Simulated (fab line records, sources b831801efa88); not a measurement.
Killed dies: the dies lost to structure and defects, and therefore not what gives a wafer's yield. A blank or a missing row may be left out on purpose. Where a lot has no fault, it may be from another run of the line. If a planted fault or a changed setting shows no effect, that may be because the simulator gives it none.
Which tool is to blame? || flow sky130 || Sampling: 24 lots, 72 wafers, 4 of 708 route steps

## WHAT THE GAUGES READ, wafer by wafer
SKY_METAL3_CD_MEAS_13 targets a cd of 300 nm. Usual: 299.7 nm for cdNm, sd 1.4.
{"lot": "L074", "measured": "day 40 00:32", "on": "cdSem-02", "cdNm (nm)": "295.9 297.8 295.6", "flag": ""}
{"lot": "L075", "measured": "day 40 04:52", "on": "cdSem-01", "cdNm (nm)": "301.2 300.7 301.4", "flag": ""}
{"lot": "L076", "measured": "day 41 01:48", "on": "cdSem-01", "cdNm (nm)": "301.0 300.8 300.8", "flag": ""}
{"lot": "L077", "measured": "day 41 14:29", "on": "cdSem-02", "cdNm (nm)": "298.8 301.4 299.0", "flag": ""}
{"lot": "L078", "measured": "day 41 21:03", "on": "cdSem-02", "cdNm (nm)": "298.9 300.9 299.5", "flag": ""}
{"lot": "L079", "measured": "day 42 02:33", "on": "cdSem-02", "cdNm (nm)": "299.7 298.8 299.2", "flag": ""}
{"lot": "L080", "measured": "day 42 07:15", "on": "cdSem-01", "cdNm (nm)": "302.5 302.2 301.9", "flag": ""}
{"lot": "L081", "measured": "day 42 15:05", "on": "cdSem-02", "cdNm (nm)": "299.1 300.2 299.9", "flag": ""}
{"lot": "L082", "measured": "day 42 18:03", "on": "cdSem-02", "cdNm (nm)": "297.3 298.0 297.8", "flag": ""}
{"lot": "L083", "measured": "day 43 05:53", "on": "cdSem-02", "cdNm (nm)": "300.0 298.6 299.7", "flag": ""}
{"lot": "L084", "measured": "day 43 08:59", "on": "cdSem-01", "cdNm (nm)": "297.8 299.6 298.6", "flag": ""}
{"lot": "L085", "measured": "day 43 21:17", "on": "cdSem-01", "cdNm (nm)": "299.6 299.5 300.0", "flag": ""}
{"lot": "L086", "measured": "day 43 21:58", "on": "cdSem-02", "cdNm (nm)": "301.2 300.5 300.4", "flag": ""}
{"lot": "L087", "measured": "day 44 08:21", "on": "cdSem-01", "cdNm (nm)": "298.8 299.9 299.2", "flag": ""}
{"lot": "L088", "measured": "day 44 12:15", "on": "cdSem-01", "cdNm (nm)": "299.6 300.1 300.3", "flag": ""}
{"lot": "L089", "measured": "day 44 17:41", "on": "cdSem-01", "cdNm (nm)": "298.4 298.3 297.7", "flag": ""}
{"lot": "L090", "measured": "day 45 03:41", "on": "cdSem-02", "cdNm (nm)": "300.7 300.2 300.2", "flag": ""}
{"lot": "L091", "measured": "day 45 14:42", "on": "cdSem-01", "cdNm (nm)": "299.7 299.8 298.5", "flag": ""}
{"lot": "L093", "measured": "day 45 21:09", "on": "cdSem-01", "cdNm (nm)": "299.3 299.2 299.3", "flag": ""}
{"lot": "L092", "measured": "day 46 00:25", "on": "cdSem-02", "cdNm (nm)": "300.4 301.0 299.5", "flag": ""}
{"lot": "L094", "measured": "day 46 03:57", "on": "cdSem-01", "cdNm (nm)": "301.8 302.6 302.9", "flag": ""}
{"lot": "L095", "measured": "day 46 12:04", "on": "cdSem-01", "cdNm (nm)": "301.8 300.9 300.5", "flag": ""}
{"lot": "L096", "measured": "day 46 15:13", "on": "cdSem-02", "cdNm (nm)": "301.1 300.0 300.9", "flag": ""}
{"lot": "L097", "measured": "day 46 18:59", "on": "cdSem-02", "cdNm (nm)": "299.4 298.6 298.6", "flag": ""}

SKY_CAP2M_RS_MEAS_03: the measuring method here is four-point-probe. Usual: CAP2M_TIN_RS typically reads 6.93 ohm/sq, with standard deviation 0.063.
{"lot": "L074", "measured": "day 41 08:01", "on": "filmMetro-04", "CAP2M_TIN_RS (ohm/sq)": "6.84 6.93 6.89", "flag": ""}
{"lot": "L075", "measured": "day 41 12:13", "on": "filmMetro-03", "CAP2M_TIN_RS (ohm/sq)": "6.89 7.00 6.96", "flag": ""}
{"lot": "L076", "measured": "day 42 07:43", "on": "filmMetro-02", "CAP2M_TIN_RS (ohm/sq)": "7.01 6.95 6.99", "flag": ""}
{"lot": "L077", "measured": "day 42 19:03", "on": "filmMetro-02", "CAP2M_TIN_RS (ohm/sq)": "6.91 6.95 6.94", "flag": ""}
{"lot": "L078", "measured": "day 43 01:04", "on": "filmMetro-04", "CAP2M_TIN_RS (ohm/sq)": "6.93 6.87 6.85", "flag": ""}
{"lot": "L079", "measured": "day 43 06:33", "on": "filmMetro-04", "CAP2M_TIN_RS (ohm/sq)": "6.93 6.97 6.88", "flag": ""}
{"lot": "L080", "measured": "day 43 10:34", "on": "filmMetro-04", "CAP2M_TIN_RS (ohm/sq)": "7.01 6.98 6.92", "flag": ""}
{"lot": "L081", "measured": "day 43 19:10", "on": "filmMetro-04", "CAP2M_TIN_RS (ohm/sq)": "6.92 6.98 6.95", "flag": ""}
{"lot": "L082", "measured": "day 43 21:34", "on": "filmMetro-04", "CAP2M_TIN_RS (ohm/sq)": "7.03 6.99 6.95", "flag": ""}
{"lot": "L083", "measured": "day 44 09:04", "on": "filmMetro-02", "CAP2M_TIN_RS (ohm/sq)": "6.99 6.98 6.94", "flag": ""}
{"lot": "L084", "measured": "day 44 11:52", "on": "filmMetro-03", "CAP2M_TIN_RS (ohm/sq)": "7.00 6.95 6.96", "flag": ""}
{"lot": "L085", "measured": "day 44 23:37", "on": "filmMetro-03", "CAP2M_TIN_RS (ohm/sq)": "6.91 7.00 6.95", "flag": ""}
{"lot": "L086", "measured": "day 45 00:44", "on": "filmMetro-04", "CAP2M_TIN_RS (ohm/sq)": "6.93 6.91 6.92", "flag": ""}
{"lot": "L087", "measured": "day 45 10:47", "on": "filmMetro-03", "CAP2M_TIN_RS (ohm/sq)": "7.03 6.92 6.83", "flag": ""}
{"lot": "L088", "measured": "day 45 14:55", "on": "filmMetro-03", "CAP2M_TIN_RS (ohm/sq)": "6.93 6.87 6.88", "flag": ""}
{"lot": "L089", "measured": "day 45 20:23", "on": "filmMetro-04", "CAP2M_TIN_RS (ohm/sq)": "6.90 6.95 6.91", "flag": ""}
{"lot": "L090", "measured": "day 46 06:13", "on": "filmMetro-04", "CAP2M_TIN_RS (ohm/sq)": "6.93 6.94 6.85", "flag": ""}
{"lot": "L091", "measured": "day 46 16:04", "on": "filmMetro-02", "CAP2M_TIN_RS (ohm/sq)": "6.97 6.92 6.99", "flag": ""}
{"lot": "L093", "measured": "day 46 22:21", "on": "filmMetro-04", "CAP2M_TIN_RS (ohm/sq)": "6.78 6.82 6.73", "flag": ""}
{"lot": "L092", "measured": "day 47 01:26", "on": "filmMetro-02", "CAP2M_TIN_RS (ohm/sq)": "6.83 6.86 6.86", "flag": ""}
{"lot": "L094", "measured": "day 47 05:41", "on": "filmMetro-03", "CAP2M_TIN_RS (ohm/sq)": "6.92 7.02 6.95", "flag": ""}
{"lot": "L095", "measured": "day 47 12:49", "on": "filmMetro-03", "CAP2M_TIN_RS (ohm/sq)": "7.04 6.94 7.06", "flag": ""}
{"lot": "L096", "measured": "day 47 16:02", "on": "filmMetro-03", "CAP2M_TIN_RS (ohm/sq)": "6.95 6.96 6.97", "flag": ""}
{"lot": "L097", "measured": "day 47 19:53", "on": "filmMetro-03", "CAP2M_TIN_RS (ohm/sq)": "6.84 6.86 6.80", "flag": ""}

## TOOL THAT RAN EACH LOT (tool first, then ch and the chambers of the sampled wafers, then the start)
{"lot": "L074", "SKY_VIA3_ETCH_15": "rieDiel-03 ch 2,3, day 41 06:14", "SKY_VIA3_STRIP_16": "plasmaAsher-02 ch 0,1, day 41 06:18"}
{"lot": "L075", "SKY_VIA3_ETCH_15": "rieDiel-01 ch 0,1,2, day 41 10:29", "SKY_VIA3_STRIP_16": "plasmaAsher-03 ch 0,1, day 41 10:33"}
{"lot": "L076", "SKY_VIA3_ETCH_15": "rieDiel-01 ch 1,2, day 42 05:41", "SKY_VIA3_STRIP_16": "plasmaAsher-02 ch 0,1, day 42 05:47"}
{"lot": "L077", "SKY_VIA3_ETCH_15": "rieDiel-02 ch 0,2,3, day 42 17:20", "SKY_VIA3_STRIP_16": "plasmaAsher-02 ch 0,1, day 42 17:26"}
{"lot": "L078", "SKY_VIA3_ETCH_15": "rieDiel-01 ch 0,2,3, day 42 23:20", "SKY_VIA3_STRIP_16": "plasmaAsher-03 ch 0,1, day 42 23:26"}
{"lot": "L079", "SKY_VIA3_ETCH_15": "rieDiel-03 ch 0,2,3, day 43 04:53", "SKY_VIA3_STRIP_16": "plasmaAsher-01 ch 0,1, day 43 04:57"}
{"lot": "L080", "SKY_VIA3_ETCH_15": "rieDiel-02 ch 0,1,3, day 43 08:50", "SKY_VIA3_STRIP_16": "plasmaAsher-03 ch 0,1, day 43 08:54"}
{"lot": "L081", "SKY_VIA3_ETCH_15": "rieDiel-02 ch 0,1,2, day 43 17:29", "SKY_VIA3_STRIP_16": "plasmaAsher-02 ch 0,1, day 43 17:33"}
{"lot": "L082", "SKY_VIA3_ETCH_15": "rieDiel-01 ch 2,3, day 43 19:53", "SKY_VIA3_STRIP_16": "plasmaAsher-01 ch 0,1, day 43 19:57"}
{"lot": "L083", "SKY_VIA3_ETCH_15": "rieDiel-01 ch 1,2, day 44 07:20", "SKY_VIA3_STRIP_16": "plasmaAsher-03 ch 0,1, day 44 07:24"}
{"lot": "L084", "SKY_VIA3_ETCH_15": "rieDiel-03 ch 1,3, day 44 10:11", "SKY_VIA3_STRIP_16": "plasmaAsher-02 ch 0,1, day 44 10:15"}
{"lot": "L085", "SKY_VIA3_ETCH_15": "rieDiel-02 ch 1,3, day 44 21:56", "SKY_VIA3_STRIP_16": "plasmaAsher-01 ch 0,1, day 44 22:00"}
{"lot": "L086", "SKY_VIA3_ETCH_15": "rieDiel-01 ch 0,1,2, day 44 23:02", "SKY_VIA3_STRIP_16": "plasmaAsher-02 ch 0,1, day 44 23:06"}
{"lot": "L087", "SKY_VIA3_ETCH_15": "rieDiel-01 ch 1,2,3, day 45 09:02", "SKY_VIA3_STRIP_16": "plasmaAsher-03 ch 0,1, day 45 09:08"}
{"lot": "L088", "SKY_VIA3_ETCH_15": "rieDiel-02 ch 0,2,3, day 45 13:14", "SKY_VIA3_STRIP_16": "plasmaAsher-03 ch 0,1, day 45 13:18"}
{"lot": "L089", "SKY_VIA3_ETCH_15": "rieDiel-03 ch 1,2, day 45 18:38", "SKY_VIA3_STRIP_16": "plasmaAsher-03 ch 0,1, day 45 18:42"}
{"lot": "L090", "SKY_VIA3_ETCH_15": "rieDiel-02 ch 0,2,3, day 46 04:32", "SKY_VIA3_STRIP_16": "plasmaAsher-02 ch 0,1, day 46 04:36"}
{"lot": "L091", "SKY_VIA3_ETCH_15": "rieDiel-03 ch 0,2, day 46 14:23", "SKY_VIA3_STRIP_16": "plasmaAsher-01 ch 0,1, day 46 14:27"}
{"lot": "L093", "SKY_VIA3_ETCH_15": "rieDiel-01 ch 0,1, day 46 20:38", "SKY_VIA3_STRIP_16": "plasmaAsher-03 ch 0,1, day 46 20:42"}
{"lot": "L092", "SKY_VIA3_ETCH_15": "rieDiel-01 ch 0,1,3, day 46 23:44", "SKY_VIA3_STRIP_16": "plasmaAsher-03 ch 0, day 46 23:48"}
{"lot": "L094", "SKY_VIA3_ETCH_15": "rieDiel-03 ch 0,1, day 47 03:56", "SKY_VIA3_STRIP_16": "plasmaAsher-01 ch 0,1, day 47 04:00"}
{"lot": "L095", "SKY_VIA3_ETCH_15": "rieDiel-01 ch 1,2, day 47 11:05", "SKY_VIA3_STRIP_16": "plasmaAsher-01 ch 1, day 47 11:09"}
{"lot": "L096", "SKY_VIA3_ETCH_15": "rieDiel-03 ch 1,2,3, day 47 14:20", "SKY_VIA3_STRIP_16": "plasmaAsher-03 ch 0,1, day 47 14:24"}
{"lot": "L097", "SKY_VIA3_ETCH_15": "rieDiel-02 ch 1,3, day 47 18:07", "SKY_VIA3_STRIP_16": "plasmaAsher-02 ch 0,1, day 47 18:11"}
- SKY_VIA3_ETCH_15: etches SiO2 in C4F8/O2/Ar, stops on TiN, target depth 507 nm, time 78 s.
- SKY_VIA3_STRIP_16: strips in O2/N2.

## WHAT THE TOOLS THEMSELVES READ (means of the sampled wafers that have a number; where no wafer has one, the mark that the record gives instead)
SKY_VIA3_ETCH_15. Usual: 0.947 a.u. for oesProductAu, sd 0.0048.
{"lot": "L074", "tool": "rieDiel-03", "oesProductAu (a.u.)": 0.951, "flag": ""}
{"lot": "L075", "tool": "rieDiel-01", "oesProductAu (a.u.)": 0.950, "flag": ""}
{"lot": "L076", "tool": "rieDiel-01", "oesProductAu (a.u.)": 0.951, "flag": ""}
{"lot": "L077", "tool": "rieDiel-02", "oesProductAu (a.u.)": 0.947, "flag": ""}
{"lot": "L078", "tool": "rieDiel-01", "oesProductAu (a.u.)": 0.952, "flag": ""}
{"lot": "L079", "tool": "rieDiel-03", "oesProductAu (a.u.)": 0.947, "flag": ""}
{"lot": "L080", "tool": "rieDiel-02", "oesProductAu (a.u.)": 0.945, "flag": ""}
{"lot": "L081", "tool": "rieDiel-02", "oesProductAu (a.u.)": 0.946, "flag": ""}
{"lot": "L082", "tool": "rieDiel-01", "oesProductAu (a.u.)": 0.944, "flag": ""}
{"lot": "L083", "tool": "rieDiel-01", "oesProductAu (a.u.)": 0.947, "flag": ""}
{"lot": "L084", "tool": "rieDiel-03", "oesProductAu (a.u.)": 0.947, "flag": ""}
{"lot": "L085", "tool": "rieDiel-02", "oesProductAu (a.u.)": 0.944, "flag": ""}
{"lot": "L086", "tool": "rieDiel-01", "oesProductAu (a.u.)": 0.949, "flag": ""}
{"lot": "L087", "tool": "rieDiel-01", "oesProductAu (a.u.)": 0.950, "flag": ""}
{"lot": "L088", "tool": "rieDiel-02", "oesProductAu (a.u.)": 0.947, "flag": ""}
{"lot": "L089", "tool": "rieDiel-03", "oesProductAu (a.u.)": 0.946, "flag": ""}
{"lot": "L090", "tool": "rieDiel-02", "oesProductAu (a.u.)": 0.952, "flag": ""}
{"lot": "L091", "tool": "rieDiel-03", "oesProductAu (a.u.)": 0.946, "flag": ""}
{"lot": "L093", "tool": "rieDiel-01", "oesProductAu (a.u.)": 0.944, "flag": ""}
{"lot": "L092", "tool": "rieDiel-01", "oesProductAu (a.u.)": 0.946, "flag": ""}
{"lot": "L094", "tool": "rieDiel-03", "oesProductAu (a.u.)": 0.948, "flag": ""}
{"lot": "L095", "tool": "rieDiel-01", "oesProductAu (a.u.)": 0.946, "flag": ""}
{"lot": "L096", "tool": "rieDiel-03", "oesProductAu (a.u.)": 0.942, "flag": ""}
{"lot": "L097", "tool": "rieDiel-02", "oesProductAu (a.u.)": 0.947, "flag": ""}

SKY_VIA3_STRIP_16. Usual: drypumpMotorCurrentA 5.8 A, standard deviation 0.57; oesProductAu 0.403 a.u., standard deviation 0.0045; stripTimeToEndpointS 4.152 s, standard deviation 0.026.
{"lot": "L074", "tool": "plasmaAsher-02", "drypumpMotorCurrentA (A)": 5.8, "oesProductAu (a.u.)": 0.407, "stripTimeToEndpointS (s)": 4.206, "flag": ""}
{"lot": "L075", "tool": "plasmaAsher-03", "drypumpMotorCurrentA (A)": 5.6, "oesProductAu (a.u.)": 0.404, "stripTimeToEndpointS (s)": 4.170, "flag": ""}
{"lot": "L076", "tool": "plasmaAsher-02", "drypumpMotorCurrentA (A)": 5.7, "oesProductAu (a.u.)": 0.399, "stripTimeToEndpointS (s)": 4.133, "flag": ""}
{"lot": "L077", "tool": "plasmaAsher-02", "drypumpMotorCurrentA (A)": 5.9, "oesProductAu (a.u.)": 0.400, "stripTimeToEndpointS (s)": 4.129, "flag": ""}
{"lot": "L078", "tool": "plasmaAsher-03", "drypumpMotorCurrentA (A)": 6.1, "oesProductAu (a.u.)": 0.400, "stripTimeToEndpointS (s)": 4.133, "flag": ""}
{"lot": "L079", "tool": "plasmaAsher-01", "drypumpMotorCurrentA (A)": 5.9, "oesProductAu (a.u.)": 0.404, "stripTimeToEndpointS (s)": 4.164, "flag": ""}
{"lot": "L080", "tool": "plasmaAsher-03", "drypumpMotorCurrentA (A)": 5.5, "oesProductAu (a.u.)": 0.405, "stripTimeToEndpointS (s)": 4.176, "flag": ""}
{"lot": "L081", "tool": "plasmaAsher-02", "drypumpMotorCurrentA (A)": 5.7, "oesProductAu (a.u.)": 0.401, "stripTimeToEndpointS (s)": 4.123, "flag": ""}
{"lot": "L082", "tool": "plasmaAsher-01", "drypumpMotorCurrentA (A)": 5.9, "oesProductAu (a.u.)": 0.402, "stripTimeToEndpointS (s)": 4.135, "flag": ""}
{"lot": "L083", "tool": "plasmaAsher-03", "drypumpMotorCurrentA (A)": 6.1, "oesProductAu (a.u.)": 0.400, "stripTimeToEndpointS (s)": 4.197, "flag": ""}
{"lot": "L084", "tool": "plasmaAsher-02", "drypumpMotorCurrentA (A)": 5.9, "oesProductAu (a.u.)": 0.400, "stripTimeToEndpointS (s)": 4.146, "flag": ""}
{"lot": "L085", "tool": "plasmaAsher-01", "drypumpMotorCurrentA (A)": 5.9, "oesProductAu (a.u.)": 0.404, "stripTimeToEndpointS (s)": 4.166, "flag": ""}
{"lot": "L086", "tool": "plasmaAsher-02", "drypumpMotorCurrentA (A)": 5.7, "oesProductAu (a.u.)": 0.405, "stripTimeToEndpointS (s)": 4.157, "flag": ""}
{"lot": "L087", "tool": "plasmaAsher-03", "drypumpMotorCurrentA (A)": 6.1, "oesProductAu (a.u.)": 0.405, "stripTimeToEndpointS (s)": 4.176, "flag": ""}
{"lot": "L088", "tool": "plasmaAsher-03", "drypumpMotorCurrentA (A)": 5.6, "oesProductAu (a.u.)": 0.408, "stripTimeToEndpointS (s)": 4.121, "flag": ""}
{"lot": "L089", "tool": "plasmaAsher-03", "drypumpMotorCurrentA (A)": 5.6, "oesProductAu (a.u.)": 0.406, "stripTimeToEndpointS (s)": 4.163, "flag": ""}
{"lot": "L090", "tool": "plasmaAsher-02", "drypumpMotorCurrentA (A)": 5.9, "oesProductAu (a.u.)": 0.402, "stripTimeToEndpointS (s)": 4.135, "flag": ""}
{"lot": "L091", "tool": "plasmaAsher-01", "drypumpMotorCurrentA (A)": 5.9, "oesProductAu (a.u.)": 0.402, "stripTimeToEndpointS (s)": 4.145, "flag": ""}
{"lot": "L093", "tool": "plasmaAsher-03", "drypumpMotorCurrentA (A)": 5.5, "oesProductAu (a.u.)": 0.403, "stripTimeToEndpointS (s)": 4.161, "flag": ""}
{"lot": "L092", "tool": "plasmaAsher-03", "drypumpMotorCurrentA (A)": 5.0, "oesProductAu (a.u.)": 0.400, "stripTimeToEndpointS (s)": 4.126, "flag": ""}
{"lot": "L094", "tool": "plasmaAsher-01", "drypumpMotorCurrentA (A)": 5.9, "oesProductAu (a.u.)": 0.405, "stripTimeToEndpointS (s)": 4.154, "flag": ""}
{"lot": "L095", "tool": "plasmaAsher-01", "drypumpMotorCurrentA (A)": 6.1, "oesProductAu (a.u.)": 0.401, "stripTimeToEndpointS (s)": 4.143, "flag": ""}
{"lot": "L096", "tool": "plasmaAsher-03", "drypumpMotorCurrentA (A)": 5.6, "oesProductAu (a.u.)": 0.402, "stripTimeToEndpointS (s)": 4.152, "flag": ""}
{"lot": "L097", "tool": "plasmaAsher-02", "drypumpMotorCurrentA (A)": 5.8, "oesProductAu (a.u.)": 0.407, "stripTimeToEndpointS (s)": 4.155, "flag": ""}

## THE ANSWER, worked out from the rows above alone
Rule: take the mean of a lot's wafers that have a number; if it is more than 3 standard deviations from the usual mean, the lot is off. A lot without any number at a reading at which 4 lots or more have one is off too. All remaining lots with rows at the step are treated as sound. The gauges are gone through in route order, then the tools' own readings, and for those a lot's mean is taken as printed above. The first step at which some lot is off is used, and at that step the reading that is off furthest; a lot without a number counts as furthest.
None of the lots is off at any reading shown; this tells nothing.

## WHAT THE SIMULATOR HAD PUT IN
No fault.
